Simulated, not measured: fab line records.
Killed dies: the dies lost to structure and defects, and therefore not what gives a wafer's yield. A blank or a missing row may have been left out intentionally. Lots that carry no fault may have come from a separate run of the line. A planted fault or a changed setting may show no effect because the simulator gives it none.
fab line records	flow sky130
[record] lots = 5	wafers = 15	last-day = 50
route steps=708 shown CAP2M@604 METAL4@621 PAD_OPEN@708
lots that met no fault: from a run of the same line without faults
start-h: hours from the record's first day to the start of the lot's first wafer shown	wait-h: hours from the lot's prior step to this one	" same as the row above	L1.1+2: a row that stands for several wafers	- no value present, or no start provided	* or withheld: withheld	< > ~ a bound
route shown NAME@n: NAME is a module with steps in the file, n the number in the route of the first one	usual: mean/standard deviation of fault-free wafers	same: alike in all rows	chamber/n: place in a boat	sites: the reading at each site	_std_site: their standard deviation	_edge_site: inner sites' mean taken away from outer sites' mean	radius-mm: for every site, how far away it sits from the centre of the wafer	mask NAME#n: copy n	behind: the most recent tool/chamber to have shaped the wafer	hold: reason for holding the lot/hours on hold/outcome of the hold	device: which transistor (n, p or np) failed to switch	end of line: the route-end tests of the same wafers	for a step that has no rows: nothing shown but its recipe	killed: count of dies lost to structure and defects at first sort (not the wafer's yield)	map: the dies of a wafer, with x for killed, . for not killed, _ for no die there
set.NAME: the setting the step ran with; set.NAME@STEP: the setting that earlier step ran with	model.NAME: the simulator's own value behind a step, which no gauge read
lots seen at some steps along the route; tables by step, rows by wafer
services: a tool's chamber out of use, with start hour (start-h, from the record's first day; less than 0 if before it), hours out, and reason
[[steps]]
[step SKY_CAP2M_THK_MEAS_01]
[recipe] reads = SiO2_of_CAP2M_CVD_00
[usual] CAP2M_CVD_00_THK = 15.51/0.22
lot.wafer	tool	chamber	start-h	wait-h	CAP2M_CVD_00_THK[nm]
L273.1	film-metro-04	-	994.22	-	15.16
L273.3	"	-	"	"	15.37
L273.5	"	-	"	"	15.21
L274.1	film-metro-03	-	997.93	-	15.51
L274.2	"	-	"	"	15.51
L274.6	"	-	"	"	15.97
L283.1	film-metro-02	-	1057.38	-	15.55
L283.3	"	-	"	"	15.21
L283.6	"	-	"	"	15.73
L286.2	film-metro-03	-	1075.39	-	15.37
L286.3	"	-	"	"	15.70
L286.6	"	-	"	"	15.79
L288.1	film-metro-03	-	1081.22	-	15.52
L288.4	"	-	"	"	15.95
L288.5	"	-	"	"	15.68
[step SKY_CAP2M_SPUTTER_02]
[recipe] material = TiN	target-thk-nm = 200	temp-c = 300	power-w = 6500	time-s = 166.7	chamber-pressure-pa = 0.4
[usual] throttle-valve-pct = 30.0/0.79
lot.wafer	tool	chamber	start-h	wait-h	throttle-valve-pct
L273.1	pvd-sputter-04	-	994.28	0.1	30.4
L273.3	"	-	"	"	30.0
L273.5	"	-	"	"	30.3
L274.1	pvd-sputter-04	-	997.99	0.1	30.1
L274.2	"	-	"	"	30.4
L274.6	"	-	"	"	29.5
L283.1	pvd-sputter-04	-	1057.44	0.1	29.6
L283.3	"	-	"	"	30.7
L283.6	"	-	"	"	29.6
L286.2	pvd-sputter-01	-	1075.44	0.0	29.0
L286.3	"	-	"	"	30.5
L286.6	"	-	"	"	28.5
L288.1	pvd-sputter-02	-	1081.28	0.1	28.6
L288.4	"	-	"	"	30.5
L288.5	"	-	"	"	28.6
[step SKY_CAP2M_RS_MEAS_03]
[recipe] thk-meas-gauge = four-point-probe	reads = TiN_of_CAP2M_SPUTTER_02
[usual] CAP2M_TIN_RS = 6.84/0.067
lot.wafer	tool	chamber	start-h	wait-h	CAP2M_TIN_RS[ohm/sq]
L273.1	film-metro-03	-	994.39	0.1	6.86
L273.3	"	-	"	"	6.91
L273.5	"	-	"	"	6.92
L274.1	film-metro-02	-	998.10	0.1	6.76
L274.2	"	-	"	"	6.80
L274.6	"	-	"	"	6.80
L283.1	film-metro-03	-	1057.55	0.1	6.80
L283.3	"	-	"	"	6.79
L283.6	"	-	"	"	6.85
L286.2	film-metro-03	-	1075.57	0.1	6.93
L286.3	"	-	"	"	6.78
L286.6	"	-	"	"	6.95
L288.1	film-metro-04	-	1081.39	0.1	6.81
L288.4	"	-	"	"	6.73
L288.5	"	-	"	"	6.79
[step SKY_CAP2M_THK_MEAS_04]
[recipe] thk-meas-gauge = xrf	reads = TiN_of_CAP2M_SPUTTER_02
[usual] CAP2M_TIN_THK = 205.7/2.3
lot.wafer	tool	chamber	start-h	wait-h	CAP2M_TIN_THK[nm]
L273.1	film-metro-03	-	994.51	0.1	204.8
L273.3	"	-	"	"	203.3
L273.5	"	-	"	"	202.0
L274.1	film-metro-02	-	998.22	0.1	206.8
L274.2	"	-	"	"	205.9
L274.6	"	-	"	"	205.5
L283.1	film-metro-03	-	1057.67	0.1	204.6
L283.3	"	-	"	"	206.0
L283.6	"	-	"	"	203.4
L286.2	film-metro-03	-	1075.68	0.1	201.0
L286.3	"	-	"	"	205.1
L286.6	"	-	"	"	200.9
L288.1	film-metro-04	-	1081.51	0.1	206.2
L288.4	"	-	"	"	208.0
L288.5	"	-	"	"	207.3
[step SKY_CAP2M_DEHYDRATE_05]
[recipe] temp-c = 200	time-s = 60
[step SKY_CAP2M_HMDS_06]
[recipe] prime-time-s = 60	prime-temp-c = 120
[step SKY_CAP2M_COAT_07]
[recipe] resist = NOVOLAK	spin-rpm = 3000	resist-thk-nm = 1140
[step SKY_CAP2M_SOFTBAKE_08]
[recipe] temp-c = 90	time-s = 58.67	resist = NOVOLAK
[step SKY_CAP2M_EXPOSE_09]
[recipe] mask-id = CAP2M	na = 0.6	source-shape = conventional	sigma-outer = 0.6	polarization = unpolarized	target-cd-nm = 1000	dose-mj = 159
[step SKY_CAP2M_PEB_10]
[recipe] temp-c = withheld	time-s = *	resist = NOVOLAK
[step SKY_CAP2M_DEVELOP_11]
[recipe] resist = NOVOLAK	developer = TMAH	develop-time-s = 60	dev-temp-c = 23
[step SKY_CAP2M_OVL_MEAS_12]
[usual] CAP2M_OVL = 0.3/1.1
lot.wafer	tool	chamber	start-h	wait-h	CAP2M_OVL[nm]
L273.1	overlay-02	-	1017.86	0.1	-0.5
L273.3	"	-	"	"	0.4
L273.5	"	-	"	"	0.9
L274.1	overlay-01	-	1021.11	0.1	-0.5
L274.2	"	-	"	"	0.4
L274.6	"	-	"	"	1.4
L283.1	overlay-01	-	1078.86	0.1	1.7
L283.3	"	-	"	"	1.4
L283.6	"	-	"	"	0.5
L286.2	overlay-02	-	1095.97	0.1	1.9
L286.3	"	-	"	"	0.9
L286.6	"	-	"	"	0.9
L288.1	overlay-01	-	1101.61	0.1	0.6
L288.4	"	-	"	"	0.3
L288.5	"	-	"	"	0.0
[step SKY_CAP2M_METAL_ETCH_13]
[recipe] target-depth-nm = 220	stop-on = SiO2	chemistry = Cl2/BCl3	target = TiN	pressure-mtorr = 10	icp-w = 900	bias-w = 48.5	Cl2_flow_sccm = 60	bcl3-flow-sccm = 30	time-s = 62.9
[usual] drypump-motor-current-A = 5.5/0.4	oes-product-au = 0.947/0.007	rf-fwd-power-W = 894/3.2	throttle-valve-pct = 21.899/0.011
lot.wafer	tool	chamber	start-h	wait-h	drypump-motor-current-A	oes-product-au	rf-fwd-power-W	rf-hours-counter-h	throttle-valve-pct	model.NOVOLAK_of_CAP2M_COAT_07.thk-nm	model.SiO2_of_CAP2M_CVD_00.thk-nm
L273.1	rie-metal-01	0	1017.90	0.0	5.1	0.942	891	9	21.893	990.1	15.17
L273.3	"	0	"	"	5.1	0.940	890	-	21.909	991.6	15.36
L273.5	"	0	"	"	5.1	0.934	891	-	21.925	994.2	15.23
L274.1	rie-metal-04	0	1021.15	0.0	6.2	0.945	900	12	21.907	991.8	15.51
L274.2	"	1	"	"	5.4	0.953	894	22	21.905	985.7	15.59
L274.6	"	0	"	"	6.1	0.946	899	-	21.896	991.4	15.91
L283.1	rie-metal-01	0	1078.90	0.0	5.1	0.954	1035	12	21.882	976.8	12.72
L283.3	"	1	"	"	5.2	0.950	897	-	21.897	990.6	15.2
L283.6	"	0	"	"	5.1	0.942	1034	-	21.906	974.3	12.83
L286.2	rie-metal-02	1	1096.00	0.0	5.4	0.939	897	18	21.924	993.5	15.37
L286.3	"	0	"	"	5.7	0.955	895	-	21.919	996.3	15.69
L286.6	"	1	"	"	5.4	0.932	905	-	21.895	992.6	15.81
L288.1	rie-metal-04	1	1101.65	0.0	5.5	0.954	896	3	21.902	995.6	15.46
L288.4	"	1	"	"	5.5	0.946	903	-	21.905	995.6	15.98
L288.5	"	0	"	"	6.2	0.950	894	-	21.890	996	15.76
[step SKY_CAP2M_STRIP_14]
[recipe] chemistry = O2/N2	power-w = 1400	pressure-mtorr = 1500	platen-temp-c = withheld	o2-flow-sccm = 3000	n2-flow-sccm = 300	overash-fraction = 0.5
[usual] drypump-motor-current-A = 5.5/0.64	oes-product-au = 0.711/0.0053	strip-time-to-endpoint-s = 12.65/0.045
lot.wafer	tool	chamber	start-h	wait-h	drypump-motor-current-A	oes-product-au	rf-hours-counter-h	strip-time-to-endpoint-s
L273.1	plasma-asher-01	1	1018.05	0.1	5.0	0.718	49	12.62
L273.3	"	1	"	"	5.0	0.709	-	12.63
L273.5	"	0	"	"	4.8	0.712	-	12.65
L274.1	plasma-asher-04	0	1021.22	0.1	6.3	0.706	90	12.63
L274.2	"	1	"	"	5.0	0.711	90	12.56
L274.6	"	1	"	"	5.0	0.720	-	12.64
L283.1	plasma-asher-01	0	1078.98	0.1	4.8	0.717	55	12.47
L283.3	"	0	"	"	4.8	0.708	-	12.61
L283.6	"	1	"	"	5.0	0.715	-	12.44
L286.2	plasma-asher-03	0	1096.07	0.1	6.0	0.695	2	12.64
L286.3	"	0	"	"	6.0	0.707	-	12.68
L286.6	"	1	"	"	6.0	0.718	-	12.64
L288.1	plasma-asher-04	0	1101.73	0.1	6.3	0.713	99	12.67
L288.4	"	1	"	"	4.9	0.708	-	12.69
L288.5	"	0	"	"	6.4	0.722	-	12.68
[step SKY_CAP2M_STRIP_15]
[recipe] chemistry = post-etch-residue-remover	time-s = 1200	temp-c = 72.5
[step SKY_CAP2M_CLEAN_16]
[recipe] chemistry = IPA	time-s = 180	temp-c = 25
[step SKY_CAP2M_CLEAN_17]
[recipe] chemistry = O3/DIW	dry = n2-spin
[step SKY_METAL4_DEHYDRATE_05]
[recipe] temp-c = 200	time-s = 60
[step SKY_METAL4_HMDS_06]
[recipe] prime-time-s = 60	prime-temp-c = 120
[step SKY_METAL4_COAT_07]
[recipe] resist = BARC	temp-c = withheld	time-s = withheld	spin-rpm = 3000	resist-thk-nm = 60
[step SKY_METAL4_COAT_08]
[recipe] resist = KrF-thick	spin-rpm = 3000	resist-thk-nm = 1140
[step SKY_METAL4_SOFTBAKE_09]
[recipe] temp-c = 100	time-s = 90	resist = KrF-thick
[step SKY_METAL4_EXPOSE_10]
[recipe] mask-id = MM4	na = 0.68	source-shape = annular	sigma-inner = 0.4	sigma-outer = 0.8	target-cd-nm = 300	dose-mj = 28
[step SKY_METAL4_PEB_11]
[recipe] peb-temp-c = withheld	peb-time-s = withheld	resist = KrF-thick
[step SKY_METAL4_DEVELOP_12]
[recipe] develop-time-s = 60	resist = KrF-thick	dev-temp-c = 21
[step SKY_METAL4_CD_MEAS_13]
[recipe] target-cd-nm = 300
[usual] cd-nm = 299.9/1.6
lot.wafer	tool	chamber	start-h	wait-h	cd-nm
L273.1	cd-sem-01	-	1041.26	-	298.7
L273.3	"	-	"	"	299.4
L273.5	"	-	"	"	299.7
L274.1	cd-sem-01	-	1044.01	-	298.4
L274.2	"	-	"	"	298.6
L274.6	"	-	"	"	297.9
L283.1	cd-sem-02	-	1100.01	-	299.3
L283.3	"	-	"	"	297.2
L283.6	"	-	"	"	297.1
L286.2	cd-sem-02	-	1116.23	-	299.2
L286.3	"	-	"	"	299.2
L286.6	"	-	"	"	298.8
L288.1	cd-sem-02	-	1122.17	-	300.6
L288.4	"	-	"	"	301.8
L288.5	"	-	"	"	302.0
[step SKY_METAL4_OVL_MEAS_14]
[usual] METAL4_OVL = 3/5.2
lot.wafer	tool	chamber	start-h	wait-h	METAL4_OVL[nm]
L273.1	overlay-02	-	1041.38	0.1	-2
L273.3	"	-	"	"	4
L273.5	"	-	"	"	5
L274.1	overlay-02	-	1044.13	0.1	13
L274.2	"	-	"	"	2
L274.6	"	-	"	"	6
L283.1	overlay-02	-	1100.13	0.1	7
L283.3	"	-	"	"	5
L283.6	"	-	"	"	4
L286.2	overlay-01	-	1116.34	0.1	11
L286.3	"	-	"	"	5
L286.6	"	-	"	"	13
L288.1	overlay-02	-	1122.29	0.1	3
L288.4	"	-	"	"	-3
L288.5	"	-	"	"	-2
[step SKY_METAL4_DESCUM_15]
[recipe] chemistry = O2	source-power-w = 150	bias-power-w = 0	pressure-mtorr = 10	temp-c = 40	time-s = 8
[usual] drypump-motor-current-A = 5.38/0.22	oes-product-au = 1.003/0.0093
lot.wafer	tool	chamber	start-h	wait-h	drypump-motor-current-A	oes-product-au	rf-hours-counter-h
L273.1	rie-metal-01	1	1041.42	0.0	5.25	1.009	14
L273.3	"	1	"	"	5.25	1.020	-
L273.5	"	1	"	"	5.25	1.012	-
L274.1	rie-metal-02	1	1044.17	0.0	5.45	1.009	15
L274.2	"	0	"	"	5.67	0.994	0
L274.6	"	1	"	"	5.44	1.008	-
L283.1	rie-metal-01	1	1100.17	0.0	5.23	1.018	18
L283.3	"	0	"	"	5.13	1.015	-
L283.6	"	1	"	"	5.23	1.020	-
L286.2	rie-metal-01	1	1116.37	0.0	5.26	1.015	19
L286.3	"	1	"	"	5.26	1.009	-
L286.6	"	1	"	"	5.25	1.014	-
L288.1	rie-metal-01	0	1122.32	0.0	5.12	0.998	15
L288.4	"	0	"	"	5.13	1.007	-
L288.5	"	1	"	"	5.26	1.015	-
[step SKY_METAL4_ETCH_16]
[recipe] chemistry = N2/H2	target = BARC	ion-energy-ev = 200	bias-w = 100	pressure-mtorr = 30	n2-flow-sccm = 100	h2-flow-sccm = 200	icp-w = 500	stop-on = SiO2	time-s = 88.2	target-depth-a = 600
[usual] drypump-motor-current-A = 5.38/0.22	oes-product-au = 0.625/0.0043	rf-fwd-power-W = 497.2/1.7	throttle-valve-pct = 13.206/0.0095
lot.wafer	tool	chamber	start-h	wait-h	drypump-motor-current-A	oes-product-au	rf-fwd-power-W	rf-hours-counter-h	throttle-valve-pct
L273.1	rie-metal-01	1	1041.45	0.0	5.23	0.629	497.4	14	13.217
L273.3	"	1	"	"	5.25	0.622	496.6	-	13.196
L273.5	"	1	"	"	5.26	0.629	494.2	-	13.205
L274.1	rie-metal-02	1	1044.20	0.0	5.45	0.629	498.6	15	13.207
L274.2	"	0	"	"	5.70	0.622	499.7	0	13.198
L274.6	"	1	"	"	5.46	0.624	495.9	-	13.217
L283.1	rie-metal-01	1	1100.20	0.0	5.26	0.628	493.8	18	13.215
L283.3	"	0	"	"	5.12	0.624	498.6	-	13.205
L283.6	"	1	"	"	5.27	0.621	497.1	-	13.196
L286.2	rie-metal-01	1	1116.40	0.0	5.25	0.626	493.7	19	13.216
L286.3	"	1	"	"	5.24	0.619	497.7	-	13.210
L286.6	"	1	"	"	5.26	0.619	495.3	-	13.207
L288.1	rie-metal-01	0	1122.35	0.0	5.13	0.622	498.5	15	13.212
L288.4	"	0	"	"	5.14	0.627	499.1	-	13.200
L288.5	"	1	"	"	5.24	0.623	496.8	-	13.212
[step SKY_METAL4_ETCH_17]
[recipe] target = SiO2	stop-on = TiN	chemistry = C4F8/O2/Ar	source-w = 1500	bias-w = 1200	pressure-mtorr = 40	c4f8-flow-sccm = withheld	O2_flow_sccm = 6	Ar_flow_sccm = 300	time-s = 3.9	target-depth-a = 150
[usual] oes-product-au = 0.755/0.0069	rf-fwd-power-W = 1465/4.8
lot.wafer	tool	chamber	start-h	wait-h	oes-product-au	rf-fwd-power-W	rf-hours-counter-h	model.etch.depth-nm
L273.1	rie-diel-02	0	1041.55	0.1	0.742	1464	12	15.17
L273.3	"	3	"	"	0.756	1465	4	15.36
L273.5	"	3	"	"	0.746	1468	-	15.23
L274.1	rie-diel-02	0	1044.30	0.1	0.756	1469	12	15.51
L274.2	"	3	"	"	0.759	1473	4	15.59
L274.6	"	2	"	"	0.761	1464	-	15.91
L283.1	rie-diel-02	0	1100.30	0.1	0.690	1475	13	12.72
L283.3	"	2	"	"	0.749	1462	5	15.2
L283.6	"	0	"	"	0.695	1472	-	12.83
L286.2	rie-diel-02	0	1116.50	0.1	0.748	1460	14	15.37
L286.3	"	3	"	"	0.760	1455	5	15.69
L286.6	"	1	"	"	0.757	1469	-	15.81
L288.1	rie-diel-01	3	1122.45	0.1	0.746	1455	8	15.46
L288.4	"	1	"	"	0.764	1461	28	15.98
L288.5	"	1	"	"	0.757	1463	-	15.76
[step SKY_METAL4_METAL_ETCH_18]
[recipe] target-depth-a = 8450	stop-on = SiO2	over-etch-frac = 0.3	time-s = 189.4	chemistry = Cl2/BCl3	resist-sidewall-deg = 88	pressure-mtorr = 10	icp-w = 900	bias-w = 48.5	Cl2_flow_sccm = 60	bcl3-flow-sccm = 30
[usual] drypump-motor-current-A = 5.49/0.19	oes-product-au = 0.860/0.0083	rf-fwd-power-W = 896/3.1	throttle-valve-pct = 22.264/0.009
lot.wafer	tool	chamber	start-h	wait-h	drypump-motor-current-A	oes-product-au	rf-fwd-power-W	rf-hours-counter-h	throttle-valve-pct
L273.1	rie-metal-03	0	1041.57	0.0	5.60	0.857	-	14	22.256
L273.3	"	0	"	"	5.62	0.854	-	-	22.269
L273.5	"	0	"	"	5.62	0.862	-	-	22.256
L274.1	rie-metal-01	1	1044.32	0.0	5.25	0.868	-	15	22.260
L274.2	"	0	"	"	5.13	0.864	-	10	22.262
L274.6	"	0	"	"	5.12	0.865	-	-	22.283
L283.1	rie-metal-03	1	1100.32	0.0	5.58	0.865	-	21	22.268
L283.3	"	0	"	"	5.61	0.855	-	-	22.257
L283.6	"	1	"	"	5.59	0.865	-	-	22.262
L286.2	rie-metal-03	1	1116.52	0.0	5.62	0.846	896	22	22.257
L286.3	"	0	"	"	5.62	0.859	893	-	22.258
L286.6	"	1	"	"	5.58	0.855	896	-	22.271
L288.1	rie-metal-03	1	1122.47	0.0	5.62	0.849	900	23	22.260
L288.4	"	1	"	"	5.63	0.839	905	-	22.279
L288.5	"	1	"	"	5.64	0.839	898	-	22.248
[step SKY_PAD_OPEN_PROBE_99]
[usual] defect-limited-yield = 82.6/2.1	killed_at_M0_to_M3 = 42/7.6	killed_at_M4_up = 3.4/2	killed-at-contacts = 24/5.9	killed-at-front-end = 16/4.5	killed-at-other = 0.4/0.58	killed-dies = 86/10	killed-open = 47/7.6	killed-short = 39/6.7	sort_bin_3_pad_short = 0.9/0.42	sort_bin_5_function = 10.3/1.7	sort_bin_6_memory = 6.2/1.2	sort-n-pass = 406/10	sort-yield-pct = 82.6/2.1
[same] gross-dies = 492	killed-at-back-side = 0	sort_bin_4_leakage[%] = 0	sort_bin_8_speed[%] = 0
lot.wafer	tool	chamber	start-h	wait-h	defect-limited-yield[%]	killed_at_M0_to_M3	killed_at_M4_up	killed-at-contacts	killed-at-front-end	killed-at-other	killed-dies	killed-open	killed-short	sort_bin_3_pad_short[%]	sort_bin_5_function[%]	sort_bin_6_memory[%]	sort-n-pass	sort-yield-pct[%]	model.etest.cap-mim2.bv-v	model.etest.cap-mim2.leak-log10-a-cm2
L273.1	prober-02	-	1130.08	0.1	78.9	64	0	21	18	1	104	55	49	1.0	11.8	8.3	388	78.9	13.04	-9.027
L273.3	prober-02	-	1130.18	0.2	81.3	39	4	31	17	1	92	55	36	0.6	11.0	7.1	400	81.3	13.89	-8.801
L273.5	prober-02	-	1130.28	0.2	86.4	34	4	21	6	2	67	38	27	1.2	8.3	4.1	425	86.4	13.41	-8.722
L274.1	prober-02	-	1131.87	0.1	81.5	48	5	28	10	0	91	58	33	0.4	12.6	5.5	401	81.5	13.7	-8.998
L274.2	prober-02	-	1131.92	0.1	82.1	44	4	25	14	1	88	55	31	1.4	10.4	6.1	404	82.1	13.71	-9.183
L274.6	prober-02	-	1132.12	0.2	80.1	41	3	26	27	1	98	54	43	1.2	12.6	6.1	394	80.1	14.03	-9.212
L283.1	prober-02	-	1179.83	0.1	80.9	42	6	31	15	0	94	55	39	0.4	11.8	6.9	398	80.9	13.77	-8.703
L283.3	prober-02	-	1179.93	0.2	81.7	48	1	18	23	0	90	52	38	0.8	9.6	7.9	402	81.7	13.46	-9.095
L283.6	prober-02	-	1180.08	0.2	83.5	39	2	27	13	0	81	37	44	1.6	8.7	6.1	411	83.5	13.4	-8.758
L286.2	prober-02	-	1193.63	0.1	82.1	48	0	28	12	0	88	47	41	0.4	11.8	5.7	404	82.1	13.82	-9.021
L286.3	prober-02	-	1193.68	0.2	81.9	51	5	17	16	0	89	44	45	1.0	10.4	6.7	403	81.9	13.82	-9.028
L286.6	prober-02	-	1193.83	0.2	81.9	40	5	22	22	0	89	49	40	0.6	11.8	5.7	403	81.9	14.11	-8.95
L288.1	prober-02	-	1200.87	1.9	84.1	50	1	17	10	0	78	42	36	0.6	9.1	6.1	414	84.1	13.93	-8.932
L288.4	prober-02	-	1201.02	2.0	81.3	33	5	40	14	0	92	48	44	0.6	10.6	7.5	400	81.3	13.92	-9.155
L288.5	prober-02	-	1201.07	2.1	84.8	42	1	19	13	0	75	45	30	0.6	8.7	5.9	417	84.8	13.63	-9.012
// killed by level:class
L273.1 VIA1:geometric-particle:open=15 METAL2:geometric-particle:short=8 VIA3:geometric-particle:open=8 LI_CONTACT:geometric-particle:open=7 CONTACT:geometric-particle:open=7 VIA2:geometric-particle:open=7 FIELD_ISO:geometric-particle:short=6 VIA3:geometric-particle:short=6
L273.3 CONTACT:geometric-particle:open=16 VIA1:geometric-particle:open=11 VIA3:geometric-particle:open=8 POLY_GATE:geometric-particle:open=6 LOCAL_INTERCONNECT:geometric-particle:short=5 CONTACT:geometric-particle:short=5 VIA2:geometric-particle:open=5 FIELD_ISO:geometric-particle:short=4
L273.5 VIA1:geometric-particle:open=9 LI_CONTACT:geometric-particle:open=7 CONTACT:geometric-particle:open=7 VIA2:geometric-particle:open=6 METAL2:geometric-particle:short=4 VIA1:geometric-particle:short=3 CONTACT:geometric-particle:short=3 METAL4:geometric-particle:short=3
L274.1 VIA1:geometric-particle:open=11 VIA3:geometric-particle:open=11 LI_CONTACT:geometric-particle:open=10 CONTACT:geometric-particle:open=8 VIA2:geometric-particle:open=8 VIA2:geometric-particle:short=6 POLY_GATE:geometric-particle:short=4 CONTACT:geometric-particle:short=4
L274.2 VIA1:geometric-particle:open=16 CONTACT:geometric-particle:open=11 LI_CONTACT:geometric-particle:open=7 METAL2:geometric-particle:short=6 CONTACT:geometric-particle:short=5 VIA1:geometric-particle:short=5 VIA3:geometric-particle:open=5 FIELD_ISO:geometric-particle:open=4
L274.6 LI_CONTACT:geometric-particle:open=13 VIA1:geometric-particle:open=9 POLY_GATE:geometric-particle:short=8 VIA3:geometric-particle:open=7 CONTACT:geometric-particle:open=6 METAL1:geometric-particle:short=6 VIA1:geometric-particle:short=6 FIELD_ISO:geometric-particle:short=5
L283.1 CONTACT:geometric-particle:open=10 VIA1:geometric-particle:open=9 VIA2:geometric-particle:open=9 POLY_GATE:geometric-particle:open=7 LI_CONTACT:geometric-particle:open=7 VIA3:geometric-particle:open=7 METAL4:geometric-particle:short=6 LOCAL_INTERCONNECT:geometric-particle:short=6
L283.3 VIA1:geometric-particle:open=10 FIELD_ISO:geometric-particle:short=9 VIA3:geometric-particle:open=9 FIELD_ISO:geometric-particle:open=7 CONTACT:geometric-particle:open=7 LI_CONTACT:geometric-particle:open=6 METAL2:geometric-particle:short=6 VIA2:geometric-particle:open=5
L283.6 CONTACT:geometric-particle:open=9 METAL2:geometric-particle:short=8 CONTACT:geometric-particle:short=7 VIA1:geometric-particle:open=7 VIA2:geometric-particle:open=7 LI_CONTACT:geometric-particle:open=6 METAL1:geometric-particle:short=5 FIELD_ISO:geometric-particle:open=4
L286.2 LI_CONTACT:geometric-particle:open=12 VIA1:geometric-particle:open=11 METAL1:geometric-particle:short=11 VIA3:geometric-particle:open=8 LOCAL_INTERCONNECT:geometric-particle:short=5 VIA1:geometric-particle:short=5 FIELD_ISO:geometric-particle:open=4 POLY_GATE:geometric-particle:short=4
L286.3 CONTACT:geometric-particle:open=11 VIA1:geometric-particle:open=10 VIA3:geometric-particle:open=9 FIELD_ISO:geometric-particle:short=7 METAL1:geometric-particle:short=7 METAL2:geometric-particle:short=7 VIA1:geometric-particle:short=4 VIA3:geometric-particle:short=4
L286.6 VIA1:geometric-particle:open=11 LI_CONTACT:geometric-particle:open=10 METAL1:geometric-particle:short=9 FIELD_ISO:geometric-particle:short=7 VIA3:geometric-particle:open=7 CONTACT:geometric-particle:open=6 METAL2:geometric-particle:short=6 POLY_GATE:geometric-particle:open=5
L288.1 VIA3:geometric-particle:open=9 CONTACT:geometric-particle:open=9 VIA1:geometric-particle:open=8 METAL2:geometric-particle:short=7 VIA2:geometric-particle:short=5 LOCAL_INTERCONNECT:geometric-particle:short=4 VIA1:geometric-particle:short=4 METAL1:geometric-particle:short=4
L288.4 CONTACT:geometric-particle:open=16 LOCAL_INTERCONNECT:geometric-particle:short=8 VIA1:geometric-particle:open=8 FIELD_ISO:geometric-particle:short=7 CONTACT:geometric-particle:short=6 LI_CONTACT:geometric-particle:open=5 VIA2:geometric-particle:open=5 METAL4:geometric-particle:short=4
L288.5 VIA1:geometric-particle:open=11 CONTACT:geometric-particle:open=10 VIA3:geometric-particle:open=8 VIA2:geometric-particle:open=6 METAL3:geometric-particle:short=5 LI_CONTACT:geometric-particle:open=4 VIA1:geometric-particle:short=4 FIELD_ISO:geometric-particle:open=3
[[services]]
tool	chamber	start-h	hours	kind
rie-metal-01	1	971.59	47.0	repair
pvd-sputter-04	0	977.14	-	consumable-replace:kit
pvd-sputter-04	0	977.14	18.0	scheduled-down
plasma-asher-01	-	983.19	2.0	repair
rie-diel-01	3	984.07	2.1	repair
plasma-asher-01	-	985.22	3.9	repair
pvd-sputter-04	-	988.66	1.4	repair
plasma-asher-03	-	989.98	0.9	repair
rie-diel-01	-	991.41	0.4	repair
rie-metal-01	-	994.03	2.8	pm
plasma-asher-03	-	996.05	0.3	repair
rie-metal-01	0	1018.13	6.6	repair
rie-metal-04	-	1028.83	5.8	repair
pvd-sputter-02	-	1034.69	4.7	repair
pvd-sputter-02	-	1054.41	2.0	repair
plasma-asher-03	-	1055.05	14.6	pm
rie-metal-01	0	1059.14	10.0	repair
pvd-sputter-01	-	1060.07	2.2	repair
pvd-sputter-04	-	1061.34	1.2	repair
plasma-asher-03	-	1069.65	9.0	pm
pvd-sputter-04	-	1079.67	4.5	repair
rie-diel-02	3	1101.91	6.8	repair
plasma-asher-03	-	1109.08	2.8	pm
pvd-sputter-02	-	1111.41	8.3	repair
[[key]]
[first-sign] step = SKY_CAP2M_METAL_ETCH_13	reading = rf-fwd-power-W	direction = up	sigmas = 44	usual = 894	struck = 1035
[effect] step = SKY_CAP2M_STRIP_14	reading = strip-time-to-endpoint-s	direction = down	sigmas = 4.4	usual = *	struck = *
[effect] step = SKY_METAL4_ETCH_17	reading = oes-product-au	direction = down	sigmas = 9	usual = 0.755	struck = 0.693
[model-effect] step = SKY_CAP2M_METAL_ETCH_13	value = NOVOLAK_of_CAP2M_COAT_07.thk-nm	without = 995.3	struck = 975.5
[model-effect] step = SKY_METAL4_ETCH_17	value = etch.depth-nm	without = 15.62	struck = 12.77
[model-effect] step = SKY_PAD_OPEN_PROBE_99	value = etest.cap-mim2.bv-v	without = 14.34	struck = 13.58
met-at SKY_CAP2M_METAL_ETCH_13
struck-wafers L283.1,L283.6
onset-between 1017.90 1078.90
[fault] kind = process-parameter-drift	tool = rie-metal-01	chamber = 0	onset-h = 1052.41	steps = SKY_CAP2M_METAL_ETCH_13	channel = icp-w	offset = 144	shape = step	end-h = 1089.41	acts-in = these-recipes-only	stated = 900
